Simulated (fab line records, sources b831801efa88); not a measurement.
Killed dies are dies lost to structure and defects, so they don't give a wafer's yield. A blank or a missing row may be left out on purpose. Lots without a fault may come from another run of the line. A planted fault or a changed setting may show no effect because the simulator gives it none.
Which tool is to blame? + flow gf180mcu + route of 602 steps, sampled at 1 step: 12 lots, 36 wafers

WHAT EACH GAUGE READ, for each wafer
GF_V2_THK_MEAS_01.
| lot  | measured     | on            | V2_CVD_00_THK (nm) |
|------|--------------|---------------|--------------------|
| L075 | day 19 15:54 | film metro-03 | 598 593 593        |
| L077 | day 20 10:04 | film metro-01 | 596 586 595        |
| L079 | day 21 04:20 | film metro-02 | 589 594 596        |
| L081 | day 22 03:09 | film metro-03 | 592 593 588        |
| L083 | day 22 18:42 | film metro-01 | 592 593 589        |
| L085 | day 23 12:50 | film metro-02 | 606 598 596        |
| L087 | day 24 01:37 | film metro-03 | 588 597 588        |
| L089 | day 24 21:26 | film metro-01 | 601 601 600        |
| L091 | day 25 09:08 | film metro-03 | 604 602 599        |
| L093 | day 25 21:33 | film metro-02 | 598 595 595        |
| L095 | day 26 12:07 | film metro-02 | 598 598 598        |
| L097 | day 27 02:10 | film metro-02 | 590 594 597        |

EACH LOT AND THE TOOL THAT RAN IT (in order: tool; ch and the chambers of the sampled wafers; start)
There is no process step in the record ahead of these readings.

THE ANSWER, worked out from the rows above alone
Rule: usual is defined by the lots themselves. Put in order of their means at a reading, lots are off if they are a third of the lots or fewer, leave a main group of 4 or more, and stand apart from it by a gap of 3 or more times the standard deviation of the main group's means; of several such gaps the widest counts. The tables above print the reading to a certain number of digits; a main group whose means all agree to those digits is not used. A lot without any number at a reading at which 4 lots or more have one is off too. Where the step has rows for the other lots, those lots are counted as sound.
No lot is off on any of the readings shown, so nothing can be concluded from this.

WHAT THE SIMULATOR PUT IN
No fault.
